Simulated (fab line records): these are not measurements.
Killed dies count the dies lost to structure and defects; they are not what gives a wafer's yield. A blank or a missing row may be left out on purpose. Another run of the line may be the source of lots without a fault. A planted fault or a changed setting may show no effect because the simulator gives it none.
Matching of chambers + flow gf180mcu + GF_V1_CMP_04 on cmp-01: 4 sister chambers
The step polishes SiO2. 4 wafers are shown with their chamber, then 10 later ones without.

== WAFERS WITH THEIR CHAMBER ==
| wafer  | chamber | motor-current-A (A) |
|--------|---------|---------------------|
| L944.3 | 2       | 12.8                |
| L950.2 | 0       | 13.4                |
| L951.1 | 1       | 10.1                |
| L951.4 | 3       | 11.2                |

== WAFERS WITHOUT THEIR CHAMBER ==
| wafer  | motor-current-A (A) |
|--------|---------------------|
| L951.5 | 12.1                |
| L952.2 | 11.8                |
| L952.3 | 10.4                |
| L952.4 | 11.4                |
| L958.1 | 12.3                |
| L958.2 | 10.7                |
| L958.5 | 12.4                |
| L959.1 | 12.0                |
| L959.2 | 11.2                |
| L959.6 | 10.5                |

== THE CHAMBER EACH PASSED THROUGH ==
| wafer  | from the rows above          | in truth |
|--------|------------------------------|----------|
| L951.5 | can't be placed: 2 or 3 or 0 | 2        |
| L952.2 | can't be placed: 3 or 2      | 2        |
| L952.3 | can't be placed: 1 or 3      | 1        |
| L952.4 | 3                            | 3        |
| L958.1 | can't be placed: 2 or 0 or 3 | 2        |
| L958.2 | can't be placed: 3 or 1      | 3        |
| L958.5 | can't be placed: 2 or 0 or 3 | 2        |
| L959.1 | can't be placed: 2 or 3 or 0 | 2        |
| L959.2 | 3                            | 3        |
| L959.6 | can't be placed: 1 or 3      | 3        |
Correct placement for 2 of the 10. Unplaceable from these rows: 8, with the true chamber sitting among the candidates in 8. 0 placed wrongly.
How it was worked out, from the rows above alone: a wafer's distance from a chamber is the root of the sum, over the readings, of the square of ((its reading less the chamber's mean) divided by the reading's scatter). The wafer belongs to the nearest chamber; if the next one is less than 2 further off, it can't be placed. Each chamber's mean is taken over the wafers shown for it. The scatter: with one shown wafer a chamber, the root of the mean of the squares of how far each hidden wafer lies from its nearest shown one.
